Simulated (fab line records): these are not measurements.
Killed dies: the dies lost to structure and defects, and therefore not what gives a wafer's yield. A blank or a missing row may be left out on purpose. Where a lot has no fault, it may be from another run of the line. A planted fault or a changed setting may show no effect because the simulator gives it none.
fab line records :: flow gf180mcu
record:
  lots: 6
  wafers: 18
  last-day: 34
route steps=602 shown VT_IMPLANT@106
lots with no fault: from the same line, run without faults
start-h: hours from the record's opening day to when the first of the lot's shown wafers began :: wait-h: hours from the lot's prior step to this one :: " unchanged from the row above :: L1.1+2: a single row standing in for several wafers :: - no value, or no start given :: * or withheld: withheld :: < > ~ a bound
route shown NAME@n: names a module that has steps shown in the file, with the first one's number in the route :: usual: mean/standard deviation of fault-free wafers :: same: alike in all rows :: chamber/n: place in a boat :: sites: the reading at each site :: _std_site: their standard deviation :: _edge_site: the outer-site mean with the inner-site mean subtracted :: radius-mm: for every site, how far away it sits from the centre of the wafer :: mask NAME#n: copy n :: behind: the most recent tool/chamber to have shaped the wafer :: hold: cause of the lot's hold/its duration in hours/its outcome :: device: whichever transistor did not switch (one of n, p or np) :: end of line: the same wafers' tests at the end of the route :: for a step that has no rows: nothing shown but its recipe :: killed: not the wafer's yield, but the dies lost to structure and defects at the first sort :: map: shows each die of a wafer: x if killed, . if not, _ if none is there
set.NAME: the setting as run; set.NAME@STEP: as run at that earlier step :: model.NAME: the simulator's own value behind a step, which no gauge read
lots at some steps of the route; a table a step, a row a wafer
services: the hour from which a tool's chamber was out of use, counted from the record's first day as start-h (under 0 if before that day), plus the number of hours and why
== steps ==
step: GF_VT_IMPLANT_PEB_16
recipe:
  temp-c: withheld
  time-s: *
  resist: NOVOLAK
step: GF_VT_IMPLANT_DEVELOP_17
recipe:
  develop-time-s: 60
  dev-temp-c: 23
step: GF_VT_IMPLANT_OVL_MEAS_18
usual:
  VT_IMPLANT_01_OVL: -0.3/1.3
lot.wafer: L680.1
tool: overlay-01
chamber: -
start-h: 150.03
wait-h: 0.1
VT_IMPLANT_01_OVL[nm]: -1.0

lot.wafer: L680.3
tool: overlay-01
chamber: -
start-h: 150.03
wait-h: 0.1
VT_IMPLANT_01_OVL[nm]: -0.1

lot.wafer: L680.6
tool: overlay-01
chamber: -
start-h: 150.03
wait-h: 0.1
VT_IMPLANT_01_OVL[nm]: 1.7

lot.wafer: L686.2
tool: overlay-02
chamber: -
start-h: 188.29
wait-h: 0.1
VT_IMPLANT_01_OVL[nm]: -2.4

lot.wafer: L686.4
tool: overlay-02
chamber: -
start-h: 188.29
wait-h: 0.1
VT_IMPLANT_01_OVL[nm]: -0.9

lot.wafer: L686.5
tool: overlay-02
chamber: -
start-h: 188.29
wait-h: 0.1
VT_IMPLANT_01_OVL[nm]: -2.2

lot.wafer: L687.1
tool: overlay-02
chamber: -
start-h: 197.78
wait-h: 0.1
VT_IMPLANT_01_OVL[nm]: 1.0

lot.wafer: L687.3
tool: overlay-02
chamber: -
start-h: 197.78
wait-h: 0.1
VT_IMPLANT_01_OVL[nm]: 0.9

lot.wafer: L687.5
tool: overlay-02
chamber: -
start-h: 197.78
wait-h: 0.1
VT_IMPLANT_01_OVL[nm]: 0.7

lot.wafer: L688.1
tool: overlay-01
chamber: -
start-h: 203.88
wait-h: 0.1
VT_IMPLANT_01_OVL[nm]: -1.4

lot.wafer: L688.2
tool: overlay-01
chamber: -
start-h: 203.88
wait-h: 0.1
VT_IMPLANT_01_OVL[nm]: -1.8

lot.wafer: L688.4
tool: overlay-01
chamber: -
start-h: 203.88
wait-h: 0.1
VT_IMPLANT_01_OVL[nm]: -1.3

lot.wafer: L693.1
tool: overlay-01
chamber: -
start-h: 234.78
wait-h: 0.1
VT_IMPLANT_01_OVL[nm]: -0.3

lot.wafer: L693.2
tool: overlay-01
chamber: -
start-h: 234.78
wait-h: 0.1
VT_IMPLANT_01_OVL[nm]: 0.3

lot.wafer: L693.6
tool: overlay-01
chamber: -
start-h: 234.78
wait-h: 0.1
VT_IMPLANT_01_OVL[nm]: -0.5

lot.wafer: L699.3
tool: overlay-02
chamber: -
start-h: 270.34
wait-h: 0.1
VT_IMPLANT_01_OVL[nm]: -0.3

lot.wafer: L699.5
tool: overlay-02
chamber: -
start-h: 270.34
wait-h: 0.1
VT_IMPLANT_01_OVL[nm]: 0.8

lot.wafer: L699.6
tool: overlay-02
chamber: -
start-h: 270.34
wait-h: 0.1
VT_IMPLANT_01_OVL[nm]: 1.9
step: GF_VT_IMPLANT_IMPLANT_19
recipe:
  species: As
  energy-kev: 100
  dose-cm2: 4.35e+12
  tilt-deg: 7
step: GF_VT_IMPLANT_STRIP_20
recipe:
  chemistry: O2/N2
  power-w: 1400
  pressure-mtorr: 1500
  platen-temp-c: 250
  o2-flow-sccm: 3000
  n2-flow-sccm: 300
  overash-fraction: 0.5
usual:
  drypump-motor-current-A: 5.6/0.47
  heater-power-w: 323/13
  oes-product-au: 0.715/0.0043
  platen-temp-c: 249.99/0.18
  strip-time-to-endpoint-s: 12.67/0.037
lot.wafer: L680.1
tool: plasma-asher-04
chamber: 0
start-h: 150.22
wait-h: 0.1
drypump-motor-current-A: 6.1
heater-power-w: 336
oes-product-au: 0.720
platen-temp-c: 249.76
rf-hours-counter-h: 36
strip-time-to-endpoint-s: 12.71

lot.wafer: L680.3
tool: plasma-asher-04
chamber: 0
start-h: 150.22
wait-h: 0.1
drypump-motor-current-A: 6.1
heater-power-w: 331
oes-product-au: 0.715
platen-temp-c: 249.76
rf-hours-counter-h: -
strip-time-to-endpoint-s: 12.67

lot.wafer: L680.6
tool: plasma-asher-04
chamber: 1
start-h: 150.22
wait-h: 0.1
drypump-motor-current-A: 4.8
heater-power-w: 315
oes-product-au: 0.715
platen-temp-c: 250.37
rf-hours-counter-h: -
strip-time-to-endpoint-s: 12.64

lot.wafer: L686.2
tool: plasma-asher-04
chamber: 0
start-h: 188.47
wait-h: 0.1
drypump-motor-current-A: 6.1
heater-power-w: 328
oes-product-au: 0.713
platen-temp-c: 249.72
rf-hours-counter-h: 40
strip-time-to-endpoint-s: 12.66

lot.wafer: L686.4
tool: plasma-asher-04
chamber: 1
start-h: 188.47
wait-h: 0.1
drypump-motor-current-A: 4.8
heater-power-w: 312
oes-product-au: 0.713
platen-temp-c: 249.87
rf-hours-counter-h: -
strip-time-to-endpoint-s: 12.71

lot.wafer: L686.5
tool: plasma-asher-04
chamber: 1
start-h: 188.47
wait-h: 0.1
drypump-motor-current-A: 4.8
heater-power-w: 322
oes-product-au: 0.724
platen-temp-c: 250.08
rf-hours-counter-h: -
strip-time-to-endpoint-s: 12.62

lot.wafer: L687.1
tool: plasma-asher-02
chamber: 0
start-h: 197.97
wait-h: 0.1
drypump-motor-current-A: 5.2
heater-power-w: 326
oes-product-au: 0.720
platen-temp-c: 250.04
rf-hours-counter-h: 9
strip-time-to-endpoint-s: 12.69

lot.wafer: L687.3
tool: plasma-asher-02
chamber: 1
start-h: 197.97
wait-h: 0.1
drypump-motor-current-A: 5.9
heater-power-w: 305
oes-product-au: 0.711
platen-temp-c: 250.03
rf-hours-counter-h: -
strip-time-to-endpoint-s: 12.68

lot.wafer: L687.5
tool: plasma-asher-02
chamber: 1
start-h: 197.97
wait-h: 0.1
drypump-motor-current-A: 5.9
heater-power-w: 315
oes-product-au: 0.714
platen-temp-c: 250.19
rf-hours-counter-h: -
strip-time-to-endpoint-s: 12.64

lot.wafer: L688.1
tool: plasma-asher-02
chamber: 0
start-h: 204.07
wait-h: 0.1
drypump-motor-current-A: 5.2
heater-power-w: 330
oes-product-au: 0.713
platen-temp-c: 249.71
rf-hours-counter-h: 10
strip-time-to-endpoint-s: 12.68

lot.wafer: L688.2
tool: plasma-asher-02
chamber: 1
start-h: 204.07
wait-h: 0.1
drypump-motor-current-A: 5.9
heater-power-w: 307
oes-product-au: 0.718
platen-temp-c: 250.28
rf-hours-counter-h: 10
strip-time-to-endpoint-s: 12.65

lot.wafer: L688.4
tool: plasma-asher-02
chamber: 0
start-h: 204.07
wait-h: 0.1
drypump-motor-current-A: 5.2
heater-power-w: 330
oes-product-au: 0.720
platen-temp-c: 249.96
rf-hours-counter-h: -
strip-time-to-endpoint-s: 12.68

lot.wafer: L693.1
tool: plasma-asher-02
chamber: 0
start-h: 234.96
wait-h: 0.1
drypump-motor-current-A: 5.2
heater-power-w: 331
oes-product-au: 0.715
platen-temp-c: 249.99
rf-hours-counter-h: 13
strip-time-to-endpoint-s: 12.65

lot.wafer: L693.2
tool: plasma-asher-02
chamber: 1
start-h: 234.96
wait-h: 0.1
drypump-motor-current-A: 6.0
heater-power-w: 311
oes-product-au: 0.715
platen-temp-c: 249.75
rf-hours-counter-h: 13
strip-time-to-endpoint-s: 12.62

lot.wafer: L693.6
tool: plasma-asher-02
chamber: 0
start-h: 234.96
wait-h: 0.1
drypump-motor-current-A: 5.2
heater-power-w: 334
oes-product-au: 0.712
platen-temp-c: 250.23
rf-hours-counter-h: -
strip-time-to-endpoint-s: 12.63

lot.wafer: L699.3
tool: plasma-asher-03
chamber: 0
start-h: 270.55
wait-h: 0.1
drypump-motor-current-A: 6.0
heater-power-w: 348
oes-product-au: 0.713
platen-temp-c: 250.02
rf-hours-counter-h: -
strip-time-to-endpoint-s: 12.59

lot.wafer: L699.5
tool: plasma-asher-03
chamber: 1
start-h: 270.55
wait-h: 0.1
drypump-motor-current-A: 5.5
heater-power-w: 313
oes-product-au: 0.707
platen-temp-c: 249.88
rf-hours-counter-h: -
strip-time-to-endpoint-s: 12.59

lot.wafer: L699.6
tool: plasma-asher-03
chamber: 0
start-h: 270.55
wait-h: 0.1
drypump-motor-current-A: 6.0
heater-power-w: 355
oes-product-au: 0.708
platen-temp-c: 250.18
rf-hours-counter-h: -
strip-time-to-endpoint-s: 12.57
step: GF_VT_IMPLANT_TW_MEAS_21
usual:
  VT_IMPLANT_2_TW: 1216/12
lot.wafer: L680.1
tool: film-metro-01
chamber: -
start-h: 150.32
wait-h: 0.1
VT_IMPLANT_2_TW: 1218

lot.wafer: L680.3
tool: film-metro-01
chamber: -
start-h: 150.32
wait-h: 0.1
VT_IMPLANT_2_TW: 1215

lot.wafer: L680.6
tool: film-metro-01
chamber: -
start-h: 150.32
wait-h: 0.1
VT_IMPLANT_2_TW: 1215

lot.wafer: L686.2
tool: film-metro-02
chamber: -
start-h: 188.58
wait-h: 0.1
VT_IMPLANT_2_TW: 1195

lot.wafer: L686.4
tool: film-metro-02
chamber: -
start-h: 188.58
wait-h: 0.1
VT_IMPLANT_2_TW: 1196

lot.wafer: L686.5
tool: film-metro-02
chamber: -
start-h: 188.58
wait-h: 0.1
VT_IMPLANT_2_TW: 1195

lot.wafer: L687.1
tool: film-metro-02
chamber: -
start-h: 198.07
wait-h: 0.1
VT_IMPLANT_2_TW: 1201

lot.wafer: L687.3
tool: film-metro-02
chamber: -
start-h: 198.07
wait-h: 0.1
VT_IMPLANT_2_TW: 1194

lot.wafer: L687.5
tool: film-metro-02
chamber: -
start-h: 198.07
wait-h: 0.1
VT_IMPLANT_2_TW: 1199

lot.wafer: L688.1
tool: film-metro-03
chamber: -
start-h: 204.17
wait-h: 0.1
VT_IMPLANT_2_TW: 1219

lot.wafer: L688.2
tool: film-metro-03
chamber: -
start-h: 204.17
wait-h: 0.1
VT_IMPLANT_2_TW: 1218

lot.wafer: L688.4
tool: film-metro-03
chamber: -
start-h: 204.17
wait-h: 0.1
VT_IMPLANT_2_TW: 1220

lot.wafer: L693.1
tool: film-metro-03
chamber: -
start-h: 235.06
wait-h: 0.1
VT_IMPLANT_2_TW: 1216

lot.wafer: L693.2
tool: film-metro-03
chamber: -
start-h: 235.06
wait-h: 0.1
VT_IMPLANT_2_TW: 1218

lot.wafer: L693.6
tool: film-metro-03
chamber: -
start-h: 235.06
wait-h: 0.1
VT_IMPLANT_2_TW: 1219

lot.wafer: L699.3
tool: film-metro-03
chamber: -
start-h: 270.64
wait-h: 0.1
VT_IMPLANT_2_TW: 1217

lot.wafer: L699.5
tool: film-metro-03
chamber: -
start-h: 270.64
wait-h: 0.1
VT_IMPLANT_2_TW: 1218

lot.wafer: L699.6
tool: film-metro-03
chamber: -
start-h: 270.64
wait-h: 0.1
VT_IMPLANT_2_TW: 1223
step: GF_VT_IMPLANT_DEHYDRATE_22
recipe:
  temp-c: 200
  time-s: 60
step: GF_VT_IMPLANT_HMDS_23
recipe:
  prime-time-s: 60
  prime-temp-c: 120
step: GF_VT_IMPLANT_COAT_24
recipe:
  resist: NOVOLAK
  spin-rpm: 3000
  resist-thk-nm: 1000
step: GF_VT_IMPLANT_SOFTBAKE_25
recipe:
  temp-c: 90
  time-s: 60
  resist: NOVOLAK
step: GF_VT_IMPLANT_EXPOSE_26
recipe:
  mask-id: LVPWELL_HV_AREA
  target-cd-nm: 860
  na: 0.6
  source-shape: conventional
  sigma-outer: 0.6
  dose-mj: 140
step: GF_VT_IMPLANT_PEB_27
recipe:
  temp-c: withheld
  time-s: *
  resist: NOVOLAK
step: GF_VT_IMPLANT_DEVELOP_28
recipe:
  develop-time-s: 60
  dev-temp-c: 23
usual:
  chill-plate-temp-C: 23.00/0.1
  develop-time-s: 60/0
  exhaust-pa: 45.3/0.92
  resist-line-temp-C: 23.02/0.12
lot.wafer: L680.1
tool: litho-track-02
chamber: 0
start-h: 166.13
wait-h: 0.1
chill-plate-temp-C: 22.93
develop-time-s: 60
exhaust-pa: 46.4
resist-line-temp-C: 23.35

lot.wafer: L680.3
tool: litho-track-02
chamber: 0
start-h: 166.13
wait-h: 0.1
chill-plate-temp-C: 23.03
develop-time-s: 60
exhaust-pa: 45.0
resist-line-temp-C: 23.32

lot.wafer: L680.6
tool: litho-track-02
chamber: 0
start-h: 166.13
wait-h: 0.1
chill-plate-temp-C: 22.78
develop-time-s: 60
exhaust-pa: 44.7
resist-line-temp-C: 23.22

lot.wafer: L686.2
tool: litho-track-04
chamber: 0
start-h: 205.73
wait-h: 0.1
chill-plate-temp-C: 22.92
develop-time-s: 60
exhaust-pa: 45.4
resist-line-temp-C: 22.85

lot.wafer: L686.4
tool: litho-track-04
chamber: 0
start-h: 205.73
wait-h: 0.1
chill-plate-temp-C: 23.01
develop-time-s: 60
exhaust-pa: 45.8
resist-line-temp-C: 22.74

lot.wafer: L686.5
tool: litho-track-04
chamber: 0
start-h: 205.73
wait-h: 0.1
chill-plate-temp-C: 23.03
develop-time-s: 60
exhaust-pa: 45.3
resist-line-temp-C: 22.97

lot.wafer: L687.1
tool: litho-track-04
chamber: -
start-h: 214.20
wait-h: 0.1
chill-plate-temp-C: -
develop-time-s: -
exhaust-pa: -
resist-line-temp-C: -

lot.wafer: L687.3
tool: litho-track-04
chamber: -
start-h: 214.20
wait-h: 0.1
chill-plate-temp-C: -
develop-time-s: -
exhaust-pa: -
resist-line-temp-C: -

lot.wafer: L687.5
tool: litho-track-04
chamber: -
start-h: 214.20
wait-h: 0.1
chill-plate-temp-C: -
develop-time-s: -
exhaust-pa: -
resist-line-temp-C: -

lot.wafer: L688.1
tool: litho-track-02
chamber: -
start-h: 219.98
wait-h: 0.1
chill-plate-temp-C: -
develop-time-s: -
exhaust-pa: -
resist-line-temp-C: -

lot.wafer: L688.2
tool: litho-track-02
chamber: -
start-h: 219.98
wait-h: 0.1
chill-plate-temp-C: -
develop-time-s: -
exhaust-pa: -
resist-line-temp-C: -

lot.wafer: L688.4
tool: litho-track-02
chamber: -
start-h: 219.98
wait-h: 0.1
chill-plate-temp-C: -
develop-time-s: -
exhaust-pa: -
resist-line-temp-C: -

lot.wafer: L693.1
tool: litho-track-01
chamber: 0
start-h: 253.43
wait-h: 0.1
chill-plate-temp-C: 22.93
develop-time-s: 60
exhaust-pa: 45.5
resist-line-temp-C: 22.92

lot.wafer: L693.2
tool: litho-track-01
chamber: 0
start-h: 253.43
wait-h: 0.1
chill-plate-temp-C: 23.07
develop-time-s: 60
exhaust-pa: 45.5
resist-line-temp-C: 23.01

lot.wafer: L693.6
tool: litho-track-01
chamber: 0
start-h: 253.43
wait-h: 0.1
chill-plate-temp-C: 23.10
develop-time-s: 60
exhaust-pa: 46.1
resist-line-temp-C: 22.98

lot.wafer: L699.3
tool: litho-track-01
chamber: 0
start-h: 289.03
wait-h: 0.1
chill-plate-temp-C: 23.08
develop-time-s: 60
exhaust-pa: 45.9
resist-line-temp-C: 23.20

lot.wafer: L699.5
tool: litho-track-01
chamber: 0
start-h: 289.03
wait-h: 0.1
chill-plate-temp-C: 23.32
develop-time-s: 60
exhaust-pa: 46.0
resist-line-temp-C: 23.14

lot.wafer: L699.6
tool: litho-track-01
chamber: 0
start-h: 289.03
wait-h: 0.1
chill-plate-temp-C: 23.15
develop-time-s: 60
exhaust-pa: 46.8
resist-line-temp-C: 23.07
step: GF_VT_IMPLANT_OVL_MEAS_29
usual:
  VT_IMPLANT_02_OVL: 0.1/1.5
lot.wafer: L680.1
tool: overlay-01
chamber: -
start-h: 166.28
wait-h: 0.1
VT_IMPLANT_02_OVL[nm]: -1.4

lot.wafer: L680.3
tool: overlay-01
chamber: -
start-h: 166.28
wait-h: 0.1
VT_IMPLANT_02_OVL[nm]: -2.1

lot.wafer: L680.6
tool: overlay-01
chamber: -
start-h: 166.28
wait-h: 0.1
VT_IMPLANT_02_OVL[nm]: 0.1

lot.wafer: L686.2
tool: overlay-01
chamber: -
start-h: 205.86
wait-h: 0.1
VT_IMPLANT_02_OVL[nm]: -0.6

lot.wafer: L686.4
tool: overlay-01
chamber: -
start-h: 205.86
wait-h: 0.1
VT_IMPLANT_02_OVL[nm]: -2.2

lot.wafer: L686.5
tool: overlay-01
chamber: -
start-h: 205.86
wait-h: 0.1
VT_IMPLANT_02_OVL[nm]: -1.2

lot.wafer: L687.1
tool: overlay-01
chamber: -
start-h: 214.35
wait-h: 0.1
VT_IMPLANT_02_OVL[nm]: -

lot.wafer: L687.3
tool: overlay-01
chamber: -
start-h: 214.35
wait-h: 0.1
VT_IMPLANT_02_OVL[nm]: -

lot.wafer: L687.5
tool: overlay-01
chamber: -
start-h: 214.35
wait-h: 0.1
VT_IMPLANT_02_OVL[nm]: -

lot.wafer: L688.1
tool: overlay-02
chamber: -
start-h: 220.13
wait-h: 0.1
VT_IMPLANT_02_OVL[nm]: -

lot.wafer: L688.2
tool: overlay-02
chamber: -
start-h: 220.13
wait-h: 0.1
VT_IMPLANT_02_OVL[nm]: -

lot.wafer: L688.4
tool: overlay-02
chamber: -
start-h: 220.13
wait-h: 0.1
VT_IMPLANT_02_OVL[nm]: -

lot.wafer: L693.1
tool: overlay-02
chamber: -
start-h: 253.58
wait-h: 0.1
VT_IMPLANT_02_OVL[nm]: -1.1

lot.wafer: L693.2
tool: overlay-02
chamber: -
start-h: 253.58
wait-h: 0.1
VT_IMPLANT_02_OVL[nm]: -1.0

lot.wafer: L693.6
tool: overlay-02
chamber: -
start-h: 253.58
wait-h: 0.1
VT_IMPLANT_02_OVL[nm]: -0.7

lot.wafer: L699.3
tool: overlay-01
chamber: -
start-h: 289.14
wait-h: 0.1
VT_IMPLANT_02_OVL[nm]: 1.7

lot.wafer: L699.5
tool: overlay-01
chamber: -
start-h: 289.14
wait-h: 0.1
VT_IMPLANT_02_OVL[nm]: 0.0

lot.wafer: L699.6
tool: overlay-01
chamber: -
start-h: 289.14
wait-h: 0.1
VT_IMPLANT_02_OVL[nm]: -1.4
== services ==
tool: plasma-asher-03
chamber: -
start-h: 189.54
hours: 0.7
kind: repair

tool: plasma-asher-03
chamber: -
start-h: 194.96
hours: 9.5
kind: pm

tool: plasma-asher-02
chamber: -
start-h: 236.46
hours: 3.6
kind: repair

tool: plasma-asher-04
chamber: -
start-h: 259.08
hours: 8.9
kind: repair

tool: litho-track-02
chamber: -
start-h: 277.46
hours: -
kind: consumable-replace:filter
== key ==
first-sign:
  step: GF_VT_IMPLANT_DEVELOP_28
  reading: tool-record
  direction: missing
effect none on later readings
met-at GF_VT_IMPLANT_DEVELOP_28
struck-wafers L687.1,L687.3,L687.5,L688.1,L688.2,L688.4
later-rows-left-out L687.1,L687.3,L687.5,L688.1,L688.2,L688.4
sort-left-out L687.1,L687.3,L687.5,L688.1,L688.2,L688.4
tester-left-out L687,L688
onset-between 205.73 214.20
fault:
  kind: skipped-step-whole
  tool: litho-track-02,litho-track-04
  chamber: -
  onset-h: 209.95
  steps: GF_VT_IMPLANT_DEVELOP_28
  scope: struck-lots-only
tester-left-out: of these lots the tester's yield and bins aren't shown, on N5 and GAA mostly nor the transistor test; their killed dies are dies lost to structure and defects alone, not to doping, threshold or leakage, so they don't give the yield
sort-left-out: the simulated sort isn't trusted on such a fault, so these wafers' sort isn't shown, and their yield isn't known
later-rows-left-out: the simulator's readings of these wafers behind a module that went badly wrong aren't trusted and aren't shown, but for the sort
